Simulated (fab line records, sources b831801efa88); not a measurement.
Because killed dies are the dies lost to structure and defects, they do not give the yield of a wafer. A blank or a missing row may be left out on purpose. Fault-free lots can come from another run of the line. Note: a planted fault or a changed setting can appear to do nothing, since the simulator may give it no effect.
fab line records	flow sky130
record: lots: 12	wafers: 35	last_day: 50
route steps=708 shown METAL4@601 CAP2M@617 VIA4@652 PAD_OPEN@708
lots that met no fault: taken from a fault-free run of the same line
start_h: hours from the record's opening day to when the first of the lot's shown wafers began	wait_h: how many hours have passed since the lot's step before this one	" identical to the entry in the row above	L1.1+2: several wafers, shown together as one row	- no value present, or no start provided	* or withheld: withheld	< > ~ a bound
route shown NAME@n: NAME is a module with steps in the file, n the number in the route of the first one	usual: mean and standard deviation over wafers with no fault	same: alike in all rows	chamber/n: place in a boat	sites: each site's reading	_std_site: how widely they spread, as a standard deviation	_edge_site: inner sites' mean taken away from outer sites' mean	radius_mm: how far each site lies from the wafer's centre	mask NAME#n: copy n	behind: the most recent tool/chamber to have shaped the wafer	hold: why the lot was held/for how many hours/how that ended	device: which transistor (n, p or np) failed to switch	end of line: the same wafers' tests at the end of the route	step lacking rows: just its recipe	killed: dies lost to structure and defects at the first sort, not the wafer's yield	map: a wafer's dies, marking killed ones x, the rest . and places with no die _
set.NAME: the setting as run; set.NAME@STEP: as run at that earlier step	model.NAME: the simulator's own value behind a step, which no gauge read
route steps across a sampled set of lots; one table per step, one row per wafer
services: from which hour (start_h, from the record's first day; less than 0 if before it) a tool's chamber was out of use, for how many hours, and why
== steps ==
step: SKY_METAL4_SPUTTER_03
recipe: material: Ti	target_thk_nm: 5	power_w: 3000	time_s: 3.3	chamber_pressure_pa: 0.4
usual: throttle_valve_pct: 30.1/1.1
lot.wafer	tool	chamber	start_h	wait_h	throttle_valve_pct
L744.2	pvd_sputter-01	-	941.23	0.0	31.6
L744.3	"	-	"	"	30.7
L744.6	"	-	"	"	31.7
L746.1	pvd_sputter-02	-	954.13	0.0	28.6
L746.2	"	-	"	"	27.6
L746.5	"	-	"	"	30.9
L747.2	pvd_sputter-04	-	963.18	0.0	30.8
L747.4	"	-	"	"	31.5
L747.5	"	-	"	"	30.3
L748.1	pvd_sputter-04	-	966.76	0.0	30.8
L748.2	"	-	"	"	30.1
L748.5	"	-	"	"	30.9
L751.3	pvd_sputter-02	-	980.13	0.0	27.5
L751.4	"	-	"	"	31.0
L752.1	pvd_sputter-02	-	992.77	0.0	30.8
L752.2	"	-	"	"	27.9
L752.4	"	-	"	"	28.4
L753.1	pvd_sputter-01	-	995.76	0.0	30.8
L753.2	"	-	"	"	29.5
L753.6	"	-	"	"	29.5
L756.2	pvd_sputter-04	-	1017.98	0.0	31.4
L756.4	"	-	"	"	30.9
L756.6	"	-	"	"	30.3
L762.1	pvd_sputter-04	-	1053.43	0.0	30.2
L762.2	"	-	"	"	31.6
L762.5	"	-	"	"	31.2
L761.1	pvd_sputter-01	-	1057.48	0.0	30.9
L761.2	"	-	"	"	30.4
L761.5	"	-	"	"	30.7
L766.2	pvd_sputter-02	-	1074.69	0.0	28.6
L766.3	"	-	"	"	30.5
L766.5	"	-	"	"	31.0
L767.1	pvd_sputter-04	-	1076.16	0.0	31.4
L767.3	"	-	"	"	30.4
L767.6	"	-	"	"	29.6
step: SKY_CAP2M_STRIP_14
recipe: chemistry: O2/N2	power_w: 1400	pressure_mtorr: 1500	platen_temp_c: withheld	o2_flow_sccm: 3000	n2_flow_sccm: 300	overash_fraction: 0.5
usual: drypump_motor_current_A: 5.8/0.48	oes_product_au: 0.710/0.0047	strip_time_to_endpoint_s: 12.65/0.043
lot.wafer	tool	chamber	start_h	wait_h	drypump_motor_current_A	oes_product_au	rf_hours_counter_h	strip_time_to_endpoint_s
L744.2	plasma_asher-02	0	965.69	0.1	5.7	0.710	22	12.70
L744.3	"	0	"	"	5.8	0.712	-	12.69
L744.6	"	1	"	"	6.0	0.708	-	12.71
L746.1	plasma_asher-01	0	977.94	0.1	6.2	0.704	120	12.66
L746.2	"	1	"	"	5.6	0.707	120	12.71
L746.5	"	0	"	"	6.1	0.709	-	12.68
L747.2	plasma_asher-04	1	988.19	0.1	4.8	0.707	53	12.68
L747.4	"	1	"	"	4.8	0.711	-	12.74
L747.5	"	1	"	"	4.8	0.712	-	12.69
L748.1	plasma_asher-04	0	991.41	0.1	6.2	0.712	53	12.60
L748.2	"	1	"	"	4.8	0.714	53	12.62
L748.5	"	1	"	"	4.8	0.717	-	12.62
L751.3	plasma_asher-04	0	1003.45	0.1	6.2	0.716	-	12.66
L751.4	"	1	"	"	4.8	0.700	-	12.61
L752.1	plasma_asher-01	0	1016.17	0.1	6.1	0.706	124	12.62
L752.2	"	1	"	"	5.6	0.718	124	12.59
L752.4	"	1	"	"	5.6	0.701	-	12.52
L753.1	plasma_asher-02	0	1018.62	0.1	5.8	0.711	27	12.65
L753.2	"	1	"	"	6.1	0.712	27	12.62
L753.6	"	0	"	"	5.7	0.708	-	12.65
L756.2	plasma_asher-01	0	1041.41	0.1	6.2	0.718	126	12.69
L756.4	"	0	"	"	6.2	0.714	-	12.68
L756.6	"	0	"	"	6.2	0.712	-	12.67
L762.1	plasma_asher-04	0	1075.26	0.1	6.2	0.711	61	12.67
L762.2	"	1	"	"	4.8	0.711	61	12.64
L762.5	"	0	"	"	6.2	0.712	-	12.66
L761.1	plasma_asher-01	1	1079.52	0.1	5.6	0.720	1	12.68
L761.2	"	0	"	"	6.2	0.704	1	12.62
L761.5	"	0	"	"	6.2	0.702	-	12.63
L766.2	plasma_asher-04	1	1095.96	0.1	4.8	0.707	63	12.64
L766.3	"	1	"	"	4.8	0.707	-	12.66
L766.5	"	1	"	"	4.8	0.715	-	12.62
L767.1	plasma_asher-02	0	1097.89	0.1	5.7	0.709	35	12.70
L767.3	"	0	"	"	5.7	0.713	-	12.61
L767.6	"	0	"	"	5.7	0.707	-	12.67
step: SKY_METAL4_OVL_MEAS_14
usual: METAL4_OVL: 6/6.1
lot.wafer	tool	chamber	start_h	wait_h	METAL4_OVL[nm]
L744.2	overlay-02	-	990.48	0.1	2
L744.3	"	-	"	"	12
L744.6	"	-	"	"	11
L746.1	overlay-02	-	1002.18	0.1	3
L746.2	"	-	"	"	-1
L746.5	"	-	"	"	3
L747.2	overlay-02	-	1011.98	0.1	8
L747.4	"	-	"	"	11
L747.5	"	-	"	"	4
L748.1	overlay-02	-	1014.52	0.1	9
L748.2	"	-	"	"	4
L748.5	"	-	"	"	6
L751.3	overlay-02	-	1026.33	0.1	11
L751.4	"	-	"	"	1
L752.1	overlay-02	-	1040.02	0.1	5
L752.2	"	-	"	"	6
L752.4	"	-	"	"	10
L753.1	overlay-02	-	1042.08	0.1	11
L753.2	"	-	"	"	12
L753.6	"	-	"	"	13
L756.2	overlay-02	-	1064.08	0.1	7
L756.4	"	-	"	"	9
L756.6	"	-	"	"	11
L762.1	overlay-02	-	1097.18	0.1	4
L762.2	"	-	"	"	6
L762.5	"	-	"	"	-3
L761.1	overlay-02	-	1101.87	0.1	-3
L761.2	"	-	"	"	-4
L761.5	"	-	"	"	-2
L766.2	overlay-01	-	1117.38	0.1	18
L766.3	"	-	"	"	14
L766.5	"	-	"	"	10
L767.1	overlay-02	-	1118.68	0.1	4
L767.3	"	-	"	"	3
L767.6	"	-	"	"	6
step: SKY_VIA4_STRIP_13
recipe: chemistry: O2/N2	power_w: 1400	pressure_mtorr: 1500	platen_temp_c: withheld	o2_flow_sccm: 3000	n2_flow_sccm: 300	overash_fraction: 0.5
usual: drypump_motor_current_A: 5.6/0.52	oes_product_au: 0.709/0.0045	strip_time_to_endpoint_s: 12.81/0.032
lot.wafer	tool	chamber	start_h	wait_h	drypump_motor_current_A	oes_product_au	rf_hours_counter_h	strip_time_to_endpoint_s
L744.2	plasma_asher-04	0	1014.77	-	6.3	0.711	55	12.79
L744.3	"	0	"	"	6.3	0.709	-	12.84
L744.6	"	1	"	"	4.8	0.714	-	12.79
L746.1	plasma_asher-02	1	1026.57	-	6.1	0.705	28	12.84
L746.2	"	0	"	"	5.7	0.708	28	12.83
L746.5	"	1	"	"	6.1	0.713	-	12.85
L747.2	plasma_asher-02	1	1036.62	-	6.0	0.710	29	12.81
L747.4	"	1	"	"	6.1	0.709	-	12.82
L747.5	"	0	"	"	5.8	0.698	-	12.80
L748.1	plasma_asher-02	0	1039.42	-	5.7	0.715	29	12.80
L748.2	"	1	"	"	6.1	0.707	29	12.78
L748.5	"	1	"	"	6.0	0.708	-	12.75
L751.3	plasma_asher-02	0	1050.90	-	5.8	0.706	-	12.82
L751.4	"	1	"	"	6.0	0.703	-	12.79
L752.1	plasma_asher-04	0	1063.72	-	6.2	0.710	60	12.83
L752.2	"	1	"	"	4.8	0.704	60	12.77
L752.4	"	1	"	"	4.8	0.709	-	12.80
L753.1	plasma_asher-04	0	1065.87	-	6.2	0.710	60	12.86
L753.2	"	1	"	"	4.8	0.711	60	12.91
L753.6	"	1	"	"	4.8	0.719	-	12.87
L756.2	plasma_asher-02	0	1086.92	-	5.8	0.716	34	12.86
L756.4	"	0	"	"	5.7	0.703	-	12.85
L756.6	"	1	"	"	6.1	0.717	-	12.91
L762.1	plasma_asher-04	1	1118.97	-	4.8	0.717	66	12.83
L762.2	"	0	"	"	6.3	0.704	66	12.83
L762.5	"	0	"	"	6.3	0.702	-	12.80
L761.1	plasma_asher-03	0	1123.67	-	5.3	0.706	97	12.81
L761.2	"	1	"	"	5.4	0.711	97	12.80
L761.5	"	1	"	"	5.4	0.708	-	12.80
L766.2	plasma_asher-04	1	1137.37	-	4.8	0.706	67	12.84
L766.3	"	1	"	"	4.8	0.713	-	12.80
L766.5	"	0	"	"	6.2	0.714	-	12.80
L767.1	plasma_asher-04	1	1139.47	-	4.8	0.707	67	12.80
L767.3	"	0	"	"	6.2	0.710	-	12.84
L767.6	"	0	"	"	6.2	0.703	-	12.82
step: SKY_PAD_OPEN_PROBE_99
usual: defect_limited_yield: 82.6/1.9	killed_at_M0_to_M3: 43/7.1	killed_at_M4_up: 3.0/1.6	killed_at_contacts: 24/5.3	killed_at_front_end: 16/4.1	killed_at_other: 0.5/0.82	killed_dies: 86/9.4	killed_open: 46/6.9	killed_short: 39/6.5	sort_bin_3_pad_short: 0.9/0.45	sort_bin_5_function: 10.3/1.5	sort_bin_6_memory: 6.2/1.1	sort_n_pass: 406/9.4	sort_yield_pct: 82.6/1.9
same: gross_dies: 492	killed_at_back_side: 0	sort_bin_4_leakage[%]: 0	sort_bin_8_speed[%]: 0
lot.wafer	tool	chamber	start_h	wait_h	defect_limited_yield[%]	killed_at_M0_to_M3	killed_at_M4_up	killed_at_contacts	killed_at_front_end	killed_at_other	killed_dies	killed_open	killed_short	sort_bin_3_pad_short[%]	sort_bin_5_function[%]	sort_bin_6_memory[%]	sort_n_pass	sort_yield_pct[%]
L744.2	prober-01	-	1086.26	0.1	78.9	39	2	31	29	3	104	54	47	1.0	12.0	8.1	388	78.9
L744.3	prober-01	-	1086.31	0.2	81.1	36	4	30	21	2	93	59	33	0.2	10.6	8.1	399	81.1
L744.6	prober-01	-	1086.46	0.2	82.5	38	4	30	13	1	86	48	36	1.4	7.9	8.1	406	82.5
L746.1	prober-01	-	1097.55	0.1	84.8	38	1	23	12	1	75	41	34	1.4	9.6	4.3	417	84.8
L746.2	prober-01	-	1097.60	0.1	80.9	49	1	27	17	0	94	37	57	0.8	10.2	8.1	398	80.9
L746.5	prober-01	-	1097.75	0.2	84.1	34	3	24	17	0	78	45	33	0.6	9.3	5.9	414	84.1
L747.2	prober-01	-	1106.57	0.1	80.9	41	4	31	18	0	94	55	39	0.4	11.6	7.1	398	80.9
L747.4	prober-01	-	1106.67	0.2	84.8	36	2	23	14	0	75	40	35	1.4	7.9	5.9	417	84.8
L747.5	prober-01	-	1106.72	0.2	83.1	37	3	28	15	0	83	42	41	0.4	10.8	5.7	409	83.1
L748.1	prober-02	-	1108.43	0.1	80.7	41	6	26	20	2	95	54	39	1.4	10.2	7.7	397	80.7
L748.2	prober-02	-	1108.48	0.1	81.5	46	2	27	13	3	91	34	54	1.6	11.4	5.5	401	81.5
L748.5	prober-02	-	1108.63	0.2	86.4	32	3	22	9	1	67	37	29	1.4	7.9	4.3	425	86.4
L751.3	prober-01	-	1118.88	0.2	81.5	43	4	21	22	1	91	50	41	1.4	10.8	6.3	401	81.5
L751.4	prober-01	-	1118.93	0.2	72.4	37	63	24	12	0	136	47	29	3.7	17.1	6.9	356	72.4
L752.1	prober-02	-	1129.94	0.1	83.5	39	7	20	15	0	81	47	34	0.2	11.2	5.1	411	83.5
L752.2	prober-02	-	1129.99	0.1	86.0	35	7	15	11	1	69	34	34	1.0	8.5	4.5	423	86.0
L752.4	prober-02	-	1130.09	0.2	81.9	42	2	25	20	0	89	45	44	1.8	10.6	5.7	403	81.9
L753.1	prober-01	-	1132.38	0.1	84.8	35	3	22	15	0	75	41	34	0.4	9.1	5.7	417	84.8
L753.2	prober-01	-	1132.43	0.1	81.1	57	2	19	15	0	93	50	43	1.4	9.8	7.7	399	81.1
L753.6	prober-01	-	1132.63	0.2	83.9	55	1	16	7	0	79	48	31	0.8	8.9	6.3	413	83.9
L756.2	prober-02	-	1150.62	0.1	86.0	31	5	22	11	0	69	44	23	0.2	8.7	5.1	423	86.0
L756.4	prober-02	-	1150.72	0.2	83.7	43	1	22	14	0	80	37	42	0.8	11.2	4.3	412	83.7
L756.6	prober-02	-	1150.82	0.2	71.3	36	65	25	15	0	141	38	39	4.5	16.9	7.3	351	71.3
L762.1	prober-02	-	1178.17	0.1	79.9	54	3	30	12	0	99	59	40	1.8	10.0	8.3	393	79.9
L762.2	prober-02	-	1178.22	0.1	82.9	37	7	29	11	0	84	51	32	1.2	9.1	6.7	408	82.9
L762.5	prober-02	-	1178.37	0.2	82.5	40	2	33	10	1	86	46	39	0.4	10.8	6.3	406	82.5
L761.1	prober-02	-	1181.52	0.1	83.7	45	2	16	17	0	80	38	42	0.4	8.3	7.5	412	83.7
L761.2	prober-02	-	1181.57	0.1	77.6	57	3	35	15	0	110	57	53	0.4	11.8	10.2	382	77.6
L761.5	prober-02	-	1181.72	0.2	81.5	44	5	24	18	0	91	43	48	1.2	10.2	7.1	401	81.5
L766.2	prober-02	-	1193.86	0.1	80.5	50	3	30	13	0	96	51	45	1.6	11.8	6.1	396	80.5
L766.3	prober-02	-	1193.91	0.2	81.3	42	3	27	20	0	92	49	43	0.6	11.4	6.7	400	81.3
L766.5	prober-02	-	1194.01	0.2	84.8	34	2	23	15	1	75	43	32	0.6	8.1	6.5	417	84.8
L767.1	prober-01	-	1196.14	0.1	82.7	38	6	22	18	1	85	42	40	0.8	9.8	6.7	407	82.7
L767.3	prober-01	-	1196.24	0.2	85.8	40	2	14	14	0	70	42	28	0.4	10.2	3.7	422	85.8
L767.6	prober-01	-	1196.39	0.2	82.5	42	7	24	13	0	86	50	35	0.8	9.3	7.3	406	82.5
killed by level:class
L744.2 CONTACT:geometric_particle:open=11 POLY_GATE:geometric_particle:short=10 VIA1:geometric_particle:open=8 LI_CONTACT:geometric_particle:open=6 CONTACT:geometric_particle:short=6 VIA3:geometric_particle:open=6 FIELD_ISO:geometric_particle:short=5 POLY_GATE:geometric_particle:open=5
L744.3 CONTACT:geometric_particle:open=11 LI_CONTACT:geometric_particle:open=10 VIA3:geometric_particle:open=9 VIA2:geometric_particle:open=7 POLY_GATE:geometric_particle:short=5 POLY_GATE:geometric_particle:open=5 VIA1:geometric_particle:open=5 SPACER:geometric_particle:open=4
L744.6 CONTACT:geometric_particle:open=13 VIA1:geometric_particle:open=13 CONTACT:geometric_particle:short=7 LI_CONTACT:geometric_particle:open=6 VIA2:geometric_particle:open=5 METAL3:geometric_particle:short=4 VIA3:geometric_particle:open=4 FIELD_ISO:geometric_particle:open=3
L746.1 CONTACT:geometric_particle:open=13 VIA1:geometric_particle:open=10 METAL2:geometric_particle:short=6 POLY_GATE:geometric_particle:short=5 METAL3:geometric_particle:short=5 CONTACT:geometric_particle:short=4 VIA3:geometric_particle:short=4 POLY_GATE:geometric_particle:open=3
L746.2 CONTACT:geometric_particle:open=10 CONTACT:geometric_particle:short=9 METAL2:geometric_particle:short=9 METAL1:geometric_particle:short=7 FIELD_ISO:geometric_particle:short=6 VIA1:geometric_particle:open=6 VIA2:geometric_particle:short=6 POLY_GATE:geometric_particle:open=5
L746.5 CONTACT:geometric_particle:open=10 VIA1:geometric_particle:open=9 POLY_GATE:geometric_particle:open=6 LI_CONTACT:geometric_particle:open=6 VIA3:geometric_particle:open=6 CONTACT:geometric_particle:short=5 VIA1:geometric_particle:short=5 METAL2:geometric_particle:short=4
L747.2 CONTACT:geometric_particle:open=12 LI_CONTACT:geometric_particle:open=9 VIA1:geometric_particle:open=8 VIA3:geometric_particle:open=8 VIA2:geometric_particle:open=6 VIA1:geometric_particle:short=5 POLY_GATE:geometric_particle:open=4 POLY_GATE:geometric_particle:short=4
L747.4 VIA3:geometric_particle:open=8 CONTACT:geometric_particle:open=7 VIA1:geometric_particle:open=7 CONTACT:geometric_particle:short=6 FIELD_ISO:geometric_particle:open=5 LI_CONTACT:geometric_particle:open=5 METAL1:geometric_particle:short=5 LOCAL_INTERCONNECT:geometric_particle:short=4
L747.5 CONTACT:geometric_particle:short=8 VIA1:geometric_particle:open=8 CONTACT:geometric_particle:open=7 FIELD_ISO:geometric_particle:open=6 METAL1:geometric_particle:short=6 LI_CONTACT:geometric_particle:open=5 METAL2:geometric_particle:short=5 FIELD_ISO:geometric_particle:short=4
L748.1 CONTACT:geometric_particle:open=15 POLY_GATE:geometric_particle:short=10 LI_CONTACT:geometric_particle:open=7 VIA2:geometric_particle:open=7 METAL2:geometric_particle:short=6 METAL1:geometric_particle:short=6 VIA1:geometric_particle:open=6 VIA3:geometric_particle:open=6
L748.2 LOCAL_INTERCONNECT:geometric_particle:short=8 CONTACT:geometric_particle:short=8 METAL1:geometric_particle:short=7 METAL2:geometric_particle:short=6 FIELD_ISO:geometric_particle:open=5 VIA1:geometric_particle:short=5 CONTACT:geometric_particle:open=5 VIA1:geometric_particle:open=5
L748.5 CONTACT:geometric_particle:open=13 VIA2:geometric_particle:open=6 VIA1:geometric_particle:short=5 VIA1:geometric_particle:open=5 LI_CONTACT:geometric_particle:open=4 METAL2:geometric_particle:short=4 LOCAL_INTERCONNECT:geometric_particle:short=3 METAL1:geometric_particle:short=3
L751.3 VIA1:geometric_particle:open=12 VIA3:geometric_particle:open=9 CONTACT:geometric_particle:open=8 LI_CONTACT:geometric_particle:open=6 METAL1:geometric_particle:short=6 FIELD_ISO:geometric_particle:open=5 POLY_GATE:geometric_particle:short=4 SPACER:geometric_particle:short=4
L751.4 VIA4:unspecified=60 LI_CONTACT:geometric_particle:open=9 CONTACT:geometric_particle:open=7 VIA3:geometric_particle:open=7 VIA1:geometric_particle:open=5 METAL1:geometric_particle:open=5 VIA2:geometric_particle:open=5 POLY_GATE:geometric_particle:open=4
L752.1 VIA1:geometric_particle:open=14 LOCAL_INTERCONNECT:geometric_particle:short=6 FIELD_ISO:geometric_particle:open=5 CONTACT:geometric_particle:open=5 VIA3:geometric_particle:short=4 POLY_GATE:geometric_particle:open=4 LI_CONTACT:geometric_particle:open=4 CONTACT:geometric_particle:short=4
L752.2 METAL2:geometric_particle:short=8 VIA1:geometric_particle:open=7 LI_CONTACT:geometric_particle:open=6 METAL4:geometric_particle:short=6 METAL1:geometric_particle:short=5 VIA3:geometric_particle:open=5 POLY_GATE:geometric_particle:open=3 CONTACT:geometric_particle:open=3
L752.4 VIA3:geometric_particle:open=8 LI_CONTACT:geometric_particle:open=8 METAL2:geometric_particle:short=6 CONTACT:geometric_particle:open=6 VIA1:geometric_particle:open=5 FIELD_ISO:geometric_particle:short=4 POLY_GATE:geometric_particle:short=4 POLY_GATE:geometric_particle:open=4
L753.1 VIA1:geometric_particle:open=9 CONTACT:geometric_particle:open=8 VIA2:geometric_particle:open=8 LOCAL_INTERCONNECT:geometric_particle:short=5 VIA3:geometric_particle:open=5 METAL2:geometric_particle:short=5 FIELD_ISO:geometric_particle:open=4 POLY_GATE:geometric_particle:open=4
L753.2 VIA1:geometric_particle:open=14 VIA2:geometric_particle:open=12 METAL2:geometric_particle:short=10 CONTACT:geometric_particle:open=8 VIA1:geometric_particle:short=7 METAL1:geometric_particle:short=6 CONTACT:geometric_particle:short=5 FIELD_ISO:geometric_particle:open=4
L753.6 VIA1:geometric_particle:open=14 VIA2:geometric_particle:open=12 METAL2:geometric_particle:short=7 VIA1:geometric_particle:short=5 VIA3:geometric_particle:open=5 FIELD_ISO:geometric_particle:open=4 CONTACT:geometric_particle:open=4 METAL3:geometric_particle:short=4
L756.2 CONTACT:geometric_particle:open=13 VIA1:geometric_particle:open=11 LI_CONTACT:geometric_particle:open=5 VIA1:geometric_particle:short=5 FIELD_ISO:geometric_particle:open=4 METAL2:geometric_particle:short=4 POLY_GATE:geometric_particle:short=3 CONTACT:geometric_particle:short=2
L756.4 CONTACT:geometric_particle:open=10 METAL2:geometric_particle:short=9 VIA3:geometric_particle:open=7 VIA1:geometric_particle:open=7 LOCAL_INTERCONNECT:geometric_particle:short=6 VIA1:geometric_particle:short=5 VIA3:geometric_particle:short=5 FIELD_ISO:geometric_particle:open=4
L756.6 VIA4:unspecified=63 VIA1:geometric_particle:open=10 LI_CONTACT:geometric_particle:open=6 CONTACT:geometric_particle:open=6 METAL1:geometric_particle:short=6 FIELD_ISO:geometric_particle:open=5 CONTACT:geometric_particle:short=5 VIA3:geometric_particle:short=5
L762.1 CONTACT:geometric_particle:open=15 VIA1:geometric_particle:open=13 METAL2:geometric_particle:short=9 LI_CONTACT:geometric_particle:open=7 VIA2:geometric_particle:open=7 VIA3:geometric_particle:open=6 METAL3:geometric_particle:short=4 FIELD_ISO:geometric_particle:short=3
L762.2 VIA1:geometric_particle:open=11 CONTACT:geometric_particle:open=9 VIA2:geometric_particle:open=8 LI_CONTACT:geometric_particle:open=6 LOCAL_INTERCONNECT:geometric_particle:short=5 CONTACT:geometric_particle:short=5 METAL2:geometric_particle:short=4 VIA3:geometric_particle:open=4
L762.5 CONTACT:geometric_particle:open=15 VIA1:geometric_particle:open=11 LI_CONTACT:geometric_particle:open=8 METAL1:geometric_particle:short=7 METAL2:geometric_particle:short=5 VIA2:geometric_particle:open=5 POLY_GATE:geometric_particle:short=4 CONTACT:geometric_particle:short=4
L761.1 VIA1:geometric_particle:short=8 VIA1:geometric_particle:open=7 METAL2:geometric_particle:short=6 VIA2:geometric_particle:open=6 CONTACT:geometric_particle:open=5 METAL1:geometric_particle:short=5 LI_CONTACT:geometric_particle:open=4 VIA3:geometric_particle:open=4
L761.2 CONTACT:geometric_particle:open=15 VIA1:geometric_particle:open=11 VIA3:geometric_particle:open=10 LI_CONTACT:geometric_particle:open=9 VIA1:geometric_particle:short=9 METAL1:geometric_particle:short=7 FIELD_ISO:geometric_particle:short=6 CONTACT:geometric_particle:short=5
L761.5 VIA1:geometric_particle:open=11 METAL2:geometric_particle:short=10 CONTACT:geometric_particle:short=7 CONTACT:geometric_particle:open=6 POLY_GATE:geometric_particle:open=5 POLY_GATE:geometric_particle:short=5 LI_CONTACT:geometric_particle:open=5 LOCAL_INTERCONNECT:geometric_particle:short=4
L766.2 CONTACT:geometric_particle:open=13 VIA1:geometric_particle:open=9 VIA2:geometric_particle:open=9 CONTACT:geometric_particle:short=7 VIA1:geometric_particle:short=6 VIA3:geometric_particle:short=6 VIA3:geometric_particle:open=6 LI_CONTACT:geometric_particle:open=5
L766.3 CONTACT:geometric_particle:open=13 FIELD_ISO:geometric_particle:open=8 VIA1:geometric_particle:open=8 VIA2:geometric_particle:short=7 VIA3:geometric_particle:open=7 METAL2:geometric_particle:short=6 FIELD_ISO:geometric_particle:short=5 LOCAL_INTERCONNECT:geometric_particle:short=5
L766.5 CONTACT:geometric_particle:open=8 VIA3:geometric_particle:open=7 CONTACT:geometric_particle:short=6 LI_CONTACT:geometric_particle:open=5 VIA2:geometric_particle:open=5 METAL1:geometric_particle:short=5 VIA1:geometric_particle:open=4 METAL2:geometric_particle:short=4
L767.1 VIA1:geometric_particle:open=15 VIA3:geometric_particle:open=9 METAL4:geometric_particle:short=6 LOCAL_INTERCONNECT:geometric_particle:short=5 FIELD_ISO:geometric_particle:short=4 FIELD_ISO:geometric_particle:open=4 POLY_GATE:geometric_particle:open=4 LI_CONTACT:geometric_particle:open=4
L767.3 VIA1:geometric_particle:open=11 CONTACT:geometric_particle:open=8 METAL2:geometric_particle:short=7 FIELD_ISO:geometric_particle:open=6 VIA3:geometric_particle:open=6 METAL1:geometric_particle:short=6 LI_CONTACT:geometric_particle:open=5 FIELD_ISO:geometric_particle:short=4
L767.6 VIA1:geometric_particle:open=12 CONTACT:geometric_particle:open=9 LI_CONTACT:geometric_particle:open=7 VIA3:geometric_particle:open=7 FIELD_ISO:geometric_particle:open=6 VIA1:geometric_particle:short=6 METAL4:geometric_particle:short=6 VIA2:geometric_particle:open=5
== services ==
tool	chamber	start_h	hours	kind
plasma_asher-04	-	948.38	13.0	repair
pvd_sputter-01	0	952.94	-	consumable_replace:kit
pvd_sputter-01	0	952.94	18.0	scheduled_down
pvd_sputter-01	0	952.94	18.0	vent_cycle
pvd_sputter-02	-	963.74	3.7	repair
pvd_sputter-04	3	1005.55	-	consumable_replace:kit
pvd_sputter-04	3	1005.55	18.0	scheduled_down
pvd_sputter-04	3	1005.55	18.0	vent_cycle
pvd_sputter-02	2	1033.90	-	consumable_replace:kit
pvd_sputter-02	2	1033.90	18.0	scheduled_down
pvd_sputter-02	2	1033.90	18.0	vent_cycle
plasma_asher-01	-	1055.25	9.0	pm
plasma_asher-01	0	1055.25	9.0	vent_cycle
plasma_asher-01	1	1055.25	9.0	vent_cycle
plasma_asher-01	-	1057.18	1.2	repair
plasma_asher-01	0	1064.25	-	clean
plasma_asher-01	1	1064.25	-	clean
plasma_asher-01	-	1069.78	0.4	repair
pvd_sputter-04	2	1109.23	-	consumable_replace:kit
pvd_sputter-04	2	1109.23	18.0	scheduled_down
pvd_sputter-04	2	1109.23	18.0	vent_cycle
pvd_sputter-04	-	1122.43	0.6	repair
pvd_sputter-01	-	1133.79	1.3	repair
== key ==
first_sign: step: SKY_PAD_OPEN_PROBE_99	reading: killed_at_M4_up	direction: up	sigmas: 37	usual: 3.0	struck: 64
effect: step: SKY_PAD_OPEN_PROBE_99	reading: sort_bin_3_pad_short	direction: up	sigmas: 7	usual: 0.9	struck: 4.1
met_at SKY_VIA4_STRIP_13
struck_lots L751,L756
struck_wafers L751.4,L756.6
not_acting_at SKY_METAL4_SPUTTER_03,SKY_CAP2M_STRIP_14,SKY_METAL4_OVL_MEAS_14
onset_between 1039.42 1050.90
fault: kind: chamber_particle_source	tool: plasma_asher-02	chamber: 1	onset_h: 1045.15	steps: SKY_VIA4_STRIP_13	rate_per_visit_cm2: 1.3396	end_h: 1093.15
